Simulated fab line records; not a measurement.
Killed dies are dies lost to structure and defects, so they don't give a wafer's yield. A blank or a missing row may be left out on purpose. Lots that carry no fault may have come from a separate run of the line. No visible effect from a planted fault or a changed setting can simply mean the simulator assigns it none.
fab line records + flow sky130
record:
- lots: 14
- wafers: 42
- lastDay: 49
route steps=708 shown SONOS_ONO@186 PAD_OPEN@708
lots with no fault: from the same line, run without faults
startH: start of the lot's first displayed wafer, in hours after the record's first day + waitH: hours since the lot's step before + " the same as in the row above + L1.1+2: a single row standing in for several wafers + - no value present, or no start provided + * or withheld: withheld + < > ~ a bound
route shown NAME@n: a module of which the file shows steps, and the number in the route of the first + usual: average and standard deviation across the fault-free wafers + same: alike in all rows + chamber/n: place in a boat + sites: readings site by site + _std_site: the values' standard deviation + _edge_site: outer sites' mean less inner sites' + radiusMm: for every site, how far away it sits from the centre of the wafer + mask NAME#n: copy n + behind: the tool/chamber that last shaped the wafer + hold: why the lot was held/for how many hours/how that ended + device: names the non-switching transistor (n, p or np) + end of line: tests of these same wafers at the route's end + for a step that has no rows: nothing shown but its recipe + killed: the dies lost at the first sort to structure and to defects; this is not the yield of the wafer + map: a wafer's dies, x killed, . not, _ none there
set.NAME: the setting as run; set.NAME@STEP: as run at that earlier step + model.NAME: the simulator's own value behind a step, which no gauge read
route steps across a sampled set of lots; one table per step, one row per wafer
services: when a tool's chamber went out of use (startH, in hours from the record's first day, below 0 if earlier), for how many hours, and the reason
== steps ==
step: SKY_SONOS_ONO_WET_ETCH_18
recipe:
- chemistry: H3PO4
- targetDepthNm: 15
- target: Si3N4
- tempC: 160
- timeS: 172
same:
- timeS: 172
| lot.wafer  | tool        | chamber | startH | waitH |
|------------|-------------|---------|--------|-------|
| L419.1+3+6 | wetBench-04 | 0       | 282.43 | 0.1   |
| L420.3+5+6 | wetBench-01 | 0       | 296.40 | 0.0   |
| L421.1+2+5 | wetBench-01 | 1       | 297.35 | 0.1   |
| L422.1+2+3 | wetBench-04 | 2       | 305.52 | 0.1   |
| L423.1+3+6 | wetBench-01 | 1       | 311.90 | 0.1   |
| L424.3+4+5 | wetBench-04 | 1       | 318.42 | 0.0   |
| L425.1+2+3 | wetBench-02 | 3       | 335.09 | 0.1   |
| L426.3+4+6 | wetBench-04 | 1       | 341.07 | 0.0   |
| L427.1+2+4 | wetBench-04 | 3       | 341.37 | 0.1   |
| L428.1+3+4 | wetBench-01 | 0       | 348.82 | 0.1   |
| L432.2+5+6 | wetBench-01 | 0       | 385.82 | 0.1   |
| L435.2+3+6 | wetBench-01 | 2       | 411.75 | 0.1   |
| L436.1+5+6 | wetBench-01 | 3       | 418.62 | 0.1   |
| L437.2+5+6 | wetBench-04 | 1       | 426.44 | 0.1   |
step: SKY_PAD_OPEN_PROBE_99
usual:
- killed_at_M0_to_M3: 43/6.6
- killed_at_M4_up: 3.4/1.8
- killedAtContacts: 24/4.9
- killedAtFrontEnd: 15/4.1
- killedAtOther: 0.3/0.55
- killedDies: 85/8.8
- killedOpen: 46/6.1
- killedShort: 39/5.7
same:
- grossDies: 492
- killedAtBackSide: 0
| lot.wafer | tool      | chamber | startH  | waitH | hold                     | killed_at_M0_to_M3 | killed_at_M4_up | killedAtContacts | killedAtFrontEnd | killedAtOther | killedDies | killedOpen | killedShort |
|-----------|-----------|---------|---------|-------|--------------------------|--------------------|-----------------|------------------|------------------|---------------|------------|------------|-------------|
| L419.1    | prober-02 | -       | 1081.43 | 0.1   | -                        | 54                 | 2               | 21               | 25               | 1             | 103        | 66         | 37          |
| L419.3    | prober-02 | -       | 1081.53 | 0.2   | -                        | 60                 | 4               | 16               | 13               | 1             | 94         | 51         | 43          |
| L419.6    | prober-02 | -       | 1081.68 | 0.2   | -                        | 44                 | 2               | 25               | 18               | 0             | 89         | 53         | 36          |
| L420.3    | prober-01 | -       | 1093.40 | 0.2   | -                        | 32                 | 7               | 16               | 15               | 0             | 70         | 41         | 29          |
| L420.5    | prober-01 | -       | 1093.50 | 0.2   | -                        | 26                 | 5               | 20               | 9                | 1             | 61         | 29         | 31          |
| L420.6    | prober-01 | -       | 1093.55 | 0.2   | -                        | 37                 | 2               | 29               | 20               | 1             | 89         | 48         | 41          |
| L421.1    | prober-02 | -       | 1093.71 | 0.1   | -                        | 45                 | 4               | 26               | 20               | 0             | 95         | 50         | 45          |
| L421.2    | prober-02 | -       | 1093.76 | 0.1   | -                        | 52                 | 8               | 24               | 17               | 0             | 101        | 56         | 45          |
| L421.5    | prober-02 | -       | 1093.91 | 0.2   | -                        | 33                 | 3               | 29               | 14               | 1             | 80         | 35         | 45          |
| L422.1    | prober-01 | -       | 1095.58 | 0.1   | -                        | 32                 | 3               | 22               | 16               | 1             | 74         | 41         | 33          |
| L422.2    | prober-01 | -       | 1095.63 | 0.1   | -                        | 37                 | 3               | 21               | 7                | 0             | 68         | 36         | 32          |
| L422.3    | prober-01 | -       | 1095.68 | 0.2   | -                        | 44                 | 5               | 24               | 13               | 0             | 86         | 44         | 42          |
| L423.1    | prober-02 | -       | 1102.01 | 0.1   | -                        | 42                 | 2               | 31               | 12               | 0             | 87         | 48         | 39          |
| L423.3    | prober-02 | -       | 1102.11 | 0.2   | -                        | 32                 | 1               | 28               | 18               | 1             | 80         | 46         | 34          |
| L423.6    | prober-02 | -       | 1102.26 | 0.2   | -                        | 39                 | 8               | 26               | 9                | 1             | 83         | 46         | 37          |
| L424.3    | prober-01 | -       | 1104.49 | 0.2   | -                        | 42                 | 2               | 22               | 18               | 0             | 84         | 51         | 33          |
| L424.4    | prober-01 | -       | 1104.54 | 0.2   | -                        | 43                 | 0               | 22               | 13               | 1             | 79         | 44         | 35          |
| L424.5    | prober-01 | -       | 1104.59 | 0.2   | -                        | 42                 | 2               | 26               | 13               | 1             | 84         | 49         | 34          |
| L425.1    | prober-02 | -       | 1119.98 | 0.1   | -                        | 35                 | 4               | 23               | 14               | 0             | 76         | 35         | 40          |
| L425.2    | prober-02 | -       | 1120.03 | 0.1   | -                        | 44                 | 0               | 26               | 14               | 1             | 85         | 45         | 40          |
| L425.3    | prober-02 | -       | 1120.08 | 0.2   | -                        | 44                 | 5               | 25               | 17               | 0             | 91         | 46         | 42          |
| L426.3    | prober-01 | -       | 1121.82 | 0.2   | -                        | 42                 | 3               | 20               | 16               | 1             | 82         | 39         | 42          |
| L426.4    | prober-01 | -       | 1121.87 | 0.2   | -                        | 38                 | 1               | 33               | 11               | 2             | 85         | 46         | 38          |
| L426.6    | prober-01 | -       | 1121.97 | 0.2   | -                        | 43                 | 6               | 35               | 15               | 1             | 100        | 54         | 43          |
| L427.1    | prober-02 | -       | 1124.86 | 0.1   | -                        | 52                 | 3               | 28               | 10               | 0             | 93         | 57         | 36          |
| L427.2    | prober-02 | -       | 1124.91 | 0.1   | -                        | 38                 | 4               | 22               | 15               | 1             | 80         | 40         | 40          |
| L427.4    | prober-02 | -       | 1125.01 | 0.2   | -                        | 44                 | 2               | 20               | 9                | 0             | 75         | 38         | 37          |
| L428.1    | prober-01 | -       | 1131.50 | 0.1   | -                        | 54                 | 3               | 25               | 21               | 0             | 103        | 54         | 49          |
| L428.3    | prober-01 | -       | 1131.60 | 0.2   | -                        | 36                 | 6               | 29               | 17               | 0             | 88         | 48         | 40          |
| L428.4    | prober-01 | -       | 1131.65 | 0.2   | -                        | 38                 | 3               | 27               | 12               | 0             | 80         | 41         | 39          |
| L432.2    | prober-01 | -       | 1151.93 | 0.1   | -                        | 33                 | 3               | 23               | 19               | 2             | 80         | 43         | 36          |
| L432.5    | prober-01 | -       | 1152.08 | 0.2   | -                        | 42                 | 1               | 22               | 16               | 0             | 81         | 36         | 45          |
| L432.6    | prober-01 | -       | 1152.13 | 0.2   | -                        | 46                 | 3               | 27               | 17               | 2             | 95         | 57         | 37          |
| L435.2    | prober-02 | -       | 1167.98 | 0.1   | awaitDispo/3.2h/release  | 32                 | 3               | 24               | 59               | 0             | 118        | 43         | 36          |
| L435.3    | prober-02 | -       | 1168.03 | 0.2   | awaitDispo/3.2h/release  | 42                 | 5               | 17               | 54               | 0             | 118        | 37         | 40          |
| L435.6    | prober-02 | -       | 1168.18 | 0.2   | awaitDispo/3.2h/release  | 36                 | 4               | 18               | 66               | 0             | 124        | 43         | 32          |
| L436.1    | prober-01 | -       | 1174.40 | 0.1   | awaitDispo/10.6h/release | 39                 | 5               | 19               | 51               | 0             | 114        | 45         | 32          |
| L436.5    | prober-01 | -       | 1174.60 | 0.2   | awaitDispo/10.6h/release | 28                 | 4               | 27               | 55               | 0             | 114        | 47         | 33          |
| L436.6    | prober-01 | -       | 1174.65 | 0.2   | awaitDispo/10.6h/release | 28                 | 2               | 26               | 57               | 0             | 113        | 43         | 31          |
| L437.2    | prober-02 | -       | 1182.06 | 0.1   | -                        | 48                 | 8               | 28               | 20               | 0             | 104        | 50         | 54          |
| L437.5    | prober-02 | -       | 1182.21 | 0.2   | -                        | 41                 | 7               | 28               | 17               | 1             | 94         | 49         | 43          |
| L437.6    | prober-02 | -       | 1182.26 | 0.2   | -                        | 44                 | 3               | 18               | 17               | 0             | 82         | 41         | 41          |
killed by level:class
L419.1 VIA1:geometricParticle:open=19 CONTACT:geometricParticle:open=10 VIA3:geometricParticle:open=9 POLY_GATE:geometricParticle:open=7 FIELD_ISO:geometricParticle:open=6 VIA2:geometricParticle:short=6 VIA2:geometricParticle:open=5 LI_CONTACT:geometricParticle:open=4
L419.3 VIA1:geometricParticle:open=17 VIA3:geometricParticle:open=9 METAL2:geometricParticle:short=8 VIA2:geometricParticle:open=7 CONTACT:geometricParticle:open=7 METAL1:geometricParticle:short=7 POLY_GATE:geometricParticle:short=5 POLY_GATE:geometricParticle:open=4
L419.6 VIA1:geometricParticle:open=13 CONTACT:geometricParticle:open=11 VIA3:geometricParticle:open=10 LI_CONTACT:geometricParticle:open=6 FIELD_ISO:geometricParticle:short=5 METAL2:geometricParticle:short=5 POLY_GATE:geometricParticle:short=4 LOCAL_INTERCONNECT:geometricParticle:short=4
L420.3 VIA1:geometricParticle:open=7 FIELD_ISO:geometricParticle:open=6 FIELD_ISO:geometricParticle:short=6 CONTACT:geometricParticle:open=6 VIA2:geometricParticle:open=6 METAL4:geometricParticle:short=6 LOCAL_INTERCONNECT:geometricParticle:short=5 METAL1:geometricParticle:open=4
L420.5 VIA1:geometricParticle:open=9 LI_CONTACT:geometricParticle:open=7 METAL1:geometricParticle:short=6 FIELD_ISO:geometricParticle:short=4 CONTACT:geometricParticle:short=4 CONTACT:geometricParticle:open=4 METAL4:geometricParticle:short=4 METAL2:geometricParticle:short=3
L420.6 VIA1:geometricParticle:open=13 CONTACT:geometricParticle:open=9 CONTACT:geometricParticle:short=9 POLY_GATE:geometricParticle:short=7 VIA2:geometricParticle:open=6 LI_CONTACT:geometricParticle:open=5 VIA3:geometricParticle:open=5 FIELD_ISO:geometricParticle:short=4
L421.1 VIA1:geometricParticle:open=13 CONTACT:geometricParticle:open=8 METAL2:geometricParticle:short=8 VIA3:geometricParticle:open=7 POLY_GATE:geometricParticle:short=6 LI_CONTACT:geometricParticle:short=5 LI_CONTACT:geometricParticle:open=5 CONTACT:geometricParticle:short=5
L421.2 VIA1:geometricParticle:open=12 LI_CONTACT:geometricParticle:open=9 VIA2:geometricParticle:open=9 VIA3:geometricParticle:open=8 METAL4:geometricParticle:short=7 LI_CONTACT:geometricParticle:short=6 FIELD_ISO:geometricParticle:short=5 POLY_GATE:geometricParticle:open=5
L421.5 CONTACT:geometricParticle:open=14 METAL1:geometricParticle:short=7 VIA1:geometricParticle:open=6 LI_CONTACT:geometricParticle:short=5 LI_CONTACT:geometricParticle:open=5 POLY_GATE:geometricParticle:short=4 VIA1:geometricParticle:short=4 METAL2:geometricParticle:short=4
L422.1 VIA1:geometricParticle:open=10 LI_CONTACT:geometricParticle:open=7 CONTACT:geometricParticle:open=5 FIELD_ISO:geometricParticle:open=4 POLY_GATE:geometricParticle:open=4 CONTACT:geometricParticle:short=4 VIA1:geometricParticle:short=4 VIA3:geometricParticle:open=4
L422.2 VIA1:geometricParticle:open=8 VIA2:geometricParticle:open=7 CONTACT:geometricParticle:open=7 LI_CONTACT:geometricParticle:open=5 METAL1:geometricParticle:short=5 LOCAL_INTERCONNECT:geometricParticle:short=4 METAL2:geometricParticle:short=4 POLY_GATE:geometricParticle:open=3
L422.3 CONTACT:geometricParticle:open=9 VIA2:geometricParticle:open=9 METAL1:geometricParticle:short=8 VIA3:geometricParticle:open=7 LI_CONTACT:geometricParticle:open=6 POLY_GATE:geometricParticle:short=5 LOCAL_INTERCONNECT:geometricParticle:short=4 METAL2:geometricParticle:short=4
L423.1 CONTACT:geometricParticle:open=13 VIA1:geometricParticle:open=8 VIA2:geometricParticle:open=8 LI_CONTACT:geometricParticle:short=6 VIA3:geometricParticle:open=6 CONTACT:geometricParticle:short=5 METAL1:geometricParticle:short=5 POLY_GATE:geometricParticle:open=4
L423.3 CONTACT:geometricParticle:open=10 POLY_GATE:geometricParticle:open=8 LI_CONTACT:geometricParticle:open=8 VIA1:geometricParticle:open=8 METAL1:geometricParticle:short=6 POLY_GATE:geometricParticle:short=5 CONTACT:geometricParticle:short=5 METAL2:geometricParticle:short=4
L423.6 LI_CONTACT:geometricParticle:open=11 VIA1:geometricParticle:open=11 CONTACT:geometricParticle:open=9 METAL4:geometricParticle:short=6 VIA1:geometricParticle:short=6 CONTACT:geometricParticle:short=5 VIA2:geometricParticle:short=5 VIA2:geometricParticle:open=5
L424.3 VIA1:geometricParticle:open=11 VIA3:geometricParticle:open=7 CONTACT:geometricParticle:short=6 CONTACT:geometricParticle:open=6 FIELD_ISO:geometricParticle:open=5 LI_CONTACT:geometricParticle:open=5 METAL1:geometricParticle:short=5 METAL2:geometricParticle:short=5
L424.4 VIA1:geometricParticle:open=11 METAL1:geometricParticle:short=9 LI_CONTACT:geometricParticle:open=7 FIELD_ISO:geometricParticle:open=6 CONTACT:geometricParticle:open=6 VIA1:geometricParticle:short=6 VIA2:geometricParticle:open=4 METAL2:geometricParticle:short=4
L424.5 CONTACT:geometricParticle:open=9 LI_CONTACT:geometricParticle:open=8 VIA1:geometricParticle:open=8 VIA3:geometricParticle:open=8 CONTACT:geometricParticle:short=5 METAL1:geometricParticle:short=5 METAL2:geometricParticle:short=5 FIELD_ISO:geometricParticle:open=4
L425.1 CONTACT:geometricParticle:open=11 METAL1:geometricParticle:short=9 VIA2:geometricParticle:open=6 LI_CONTACT:geometricParticle:open=5 FIELD_ISO:geometricParticle:open=4 METAL3:geometricParticle:short=4 METAL4:geometricParticle:short=4 FIELD_ISO:geometricParticle:short=3
L425.2 VIA1:geometricParticle:open=13 CONTACT:geometricParticle:open=11 METAL1:geometricParticle:short=7 CONTACT:geometricParticle:short=5 VIA2:geometricParticle:short=5 VIA2:geometricParticle:open=5 FIELD_ISO:geometricParticle:short=4 LOCAL_INTERCONNECT:geometricParticle:short=4
L425.3 VIA1:geometricParticle:open=14 CONTACT:geometricParticle:short=8 FIELD_ISO:geometricParticle:short=7 FIELD_ISO:geometricParticle:open=6 VIA3:geometricParticle:open=5 CONTACT:geometricParticle:open=5 METAL4:geometricParticle:short=5 LOCAL_INTERCONNECT:geometricParticle:open=4
L426.3 LOCAL_INTERCONNECT:geometricParticle:short=8 VIA1:geometricParticle:short=7 CONTACT:geometricParticle:open=6 VIA3:geometricParticle:open=6 VIA1:geometricParticle:open=6 METAL2:geometricParticle:short=6 FIELD_ISO:geometricParticle:open=5 POLY_GATE:geometricParticle:short=4
L426.4 CONTACT:geometricParticle:open=14 LI_CONTACT:geometricParticle:open=7 LOCAL_INTERCONNECT:geometricParticle:short=6 VIA2:geometricParticle:open=6 METAL1:geometricParticle:short=5 VIA1:geometricParticle:open=5 FIELD_ISO:geometricParticle:open=4 VIA1:geometricParticle:short=4
L426.6 CONTACT:geometricParticle:open=15 LI_CONTACT:geometricParticle:open=9 VIA1:geometricParticle:open=8 METAL2:geometricParticle:short=7 LOCAL_INTERCONNECT:geometricParticle:short=6 METAL1:geometricParticle:short=5 VIA3:geometricParticle:open=5 FIELD_ISO:geometricParticle:short=3
L427.1 VIA1:geometricParticle:open=11 LI_CONTACT:geometricParticle:open=8 VIA2:geometricParticle:open=8 VIA3:geometricParticle:open=7 POLY_GATE:geometricParticle:open=6 CONTACT:geometricParticle:open=6 METAL2:geometricParticle:short=6 CONTACT:geometricParticle:short=5
L427.2 CONTACT:geometricParticle:open=7 VIA1:geometricParticle:open=7 POLY_GATE:geometricParticle:short=6 LI_CONTACT:geometricParticle:open=6 METAL1:geometricParticle:short=6 METAL2:geometricParticle:short=5 VIA3:geometricParticle:open=5 FIELD_ISO:geometricParticle:open=4
L427.4 VIA3:geometricParticle:open=11 VIA1:geometricParticle:open=9 LI_CONTACT:geometricParticle:open=5 LOCAL_INTERCONNECT:geometricParticle:short=4 CONTACT:geometricParticle:short=4 CONTACT:geometricParticle:open=4 METAL2:geometricParticle:short=4 VIA2:geometricParticle:open=4
L428.1 VIA1:geometricParticle:open=9 METAL1:geometricParticle:short=8 LI_CONTACT:geometricParticle:open=7 CONTACT:geometricParticle:open=7 VIA3:geometricParticle:open=7 VIA1:geometricParticle:short=6 POLY_GATE:geometricParticle:short=5 LOCAL_INTERCONNECT:geometricParticle:short=5
L428.3 VIA1:geometricParticle:open=10 LOCAL_INTERCONNECT:geometricParticle:short=10 CONTACT:geometricParticle:open=9 VIA2:geometricParticle:open=7 VIA3:geometricParticle:open=6 METAL1:geometricParticle:short=5 FIELD_ISO:geometricParticle:short=4 LI_CONTACT:geometricParticle:open=4
L428.4 CONTACT:geometricParticle:open=10 VIA3:geometricParticle:open=9 METAL2:geometricParticle:short=8 METAL1:geometricParticle:short=6 LOCAL_INTERCONNECT:geometricParticle:short=5 CONTACT:geometricParticle:short=5 LI_CONTACT:geometricParticle:open=4 VIA2:geometricParticle:open=4
L432.2 LI_CONTACT:geometricParticle:open=9 VIA2:geometricParticle:open=7 FIELD_ISO:geometricParticle:open=6 CONTACT:geometricParticle:open=6 VIA1:geometricParticle:short=5 VIA1:geometricParticle:open=5 POLY_GATE:geometricParticle:short=4 CONTACT:geometricParticle:short=4
L432.5 METAL1:geometricParticle:short=8 CONTACT:geometricParticle:open=7 VIA1:geometricParticle:short=7 LOCAL_INTERCONNECT:geometricParticle:short=6 LI_CONTACT:geometricParticle:short=5 VIA2:geometricParticle:open=5 VIA3:geometricParticle:open=5 FIELD_ISO:geometricParticle:short=4
L432.6 CONTACT:geometricParticle:open=11 VIA1:geometricParticle:open=10 VIA2:geometricParticle:open=9 LI_CONTACT:geometricParticle:open=9 VIA3:geometricParticle:open=7 FIELD_ISO:geometricParticle:short=5 METAL1:geometricParticle:short=5 VIA1:geometricParticle:short=5
L435.2 SONOS_ONO:unspecified=39 VIA1:geometricParticle:open=8 VIA2:geometricParticle:open=8 LOCAL_INTERCONNECT:geometricParticle:short=7 LI_CONTACT:geometricParticle:open=6 FIELD_ISO:geometricParticle:short=5 FIELD_ISO:geometricParticle:open=4 LI_CONTACT:geometricParticle:short=4
L435.3 SONOS_ONO:unspecified=41 METAL2:geometricParticle:short=11 CONTACT:geometricParticle:open=7 VIA1:geometricParticle:open=7 VIA2:geometricParticle:open=6 LI_CONTACT:geometricParticle:open=5 POLY_GATE:geometricParticle:short=5 METAL1:geometricParticle:short=5
L435.6 SONOS_ONO:unspecified=49 CONTACT:geometricParticle:open=9 VIA2:geometricParticle:open=8 VIA1:geometricParticle:open=6 FIELD_ISO:geometricParticle:open=5 FIELD_ISO:geometricParticle:short=4 VIA3:geometricParticle:open=4 CONTACT:geometricParticle:short=4
L436.1 SONOS_ONO:unspecified=37 VIA1:geometricParticle:open=8 VIA3:geometricParticle:open=6 VIA1:geometricParticle:short=6 VIA2:geometricParticle:open=6 POLY_GATE:geometricParticle:open=5 LI_CONTACT:geometricParticle:open=5 LOCAL_INTERCONNECT:geometricParticle:short=5
L436.5 SONOS_ONO:unspecified=34 CONTACT:geometricParticle:open=11 CONTACT:geometricParticle:short=9 VIA2:geometricParticle:open=9 VIA1:geometricParticle:open=7 FIELD_ISO:geometricParticle:short=6 FIELD_ISO:geometricParticle:open=5 POLY_GATE:geometricParticle:open=5
L436.6 SONOS_ONO:unspecified=39 CONTACT:geometricParticle:open=9 VIA1:geometricParticle:open=9 FIELD_ISO:geometricParticle:short=6 LI_CONTACT:geometricParticle:open=6 FIELD_ISO:geometricParticle:open=5 VIA2:geometricParticle:open=5 LOCAL_INTERCONNECT:geometricParticle:short=4
L437.2 LI_CONTACT:geometricParticle:open=9 CONTACT:geometricParticle:open=9 VIA1:geometricParticle:short=9 VIA3:geometricParticle:open=8 METAL1:geometricParticle:short=7 VIA1:geometricParticle:open=6 METAL4:geometricParticle:short=5 POLY_GATE:geometricParticle:open=5
L437.5 VIA1:geometricParticle:open=15 CONTACT:geometricParticle:open=10 VIA2:geometricParticle:open=8 LOCAL_INTERCONNECT:geometricParticle:short=7 METAL4:geometricParticle:short=6 CONTACT:geometricParticle:short=5 FIELD_ISO:geometricParticle:short=4 POLY_GATE:geometricParticle:short=4
L437.6 METAL1:geometricParticle:short=9 POLY_GATE:geometricParticle:short=7 VIA3:geometricParticle:open=7 VIA2:geometricParticle:open=6 CONTACT:geometricParticle:open=6 CONTACT:geometricParticle:short=5 POLY_GATE:geometricParticle:open=4 METAL2:geometricParticle:short=4
== services ==
| tool        | chamber | startH | hours | kind   |
|-------------|---------|--------|-------|--------|
| wetBench-02 | -       | 352.23 | 103.7 | pm     |
| wetBench-04 | -       | 361.44 | 1.3   | repair |
| wetBench-04 | -       | 413.20 | 2.8   | repair |
== key ==
firstSign:
- step: SKY_PAD_OPEN_PROBE_99
- reading: killedAtFrontEnd
- direction: up
- sigmas: 10
- usual: 15
- struck: 57
effect:
- step: SKY_PAD_OPEN_PROBE_99
- reading: killedDies
- direction: up
- sigmas: 3.6
- usual: 85
- struck: 117
metAt SKY_SONOS_ONO_WET_ETCH_18
struckLots L435,L436
testerLeftOut L435,L436
onsetBetween 385.82 411.75
fault:
- kind: chamberParticleSource
- tool: wetBench-01
- chamber: -
- onsetH: 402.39
- steps: SKY_SONOS_ONO_WET_ETCH_18
- ratePerVisitCm2: 0.39804
- endH: 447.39
testerLeftOut: of these lots the tester's yield and bins aren't shown, on N5 and GAA mostly nor the transistor test; their killed dies are dies lost to structure and defects alone, not to doping, threshold or leakage, so they don't give the yield
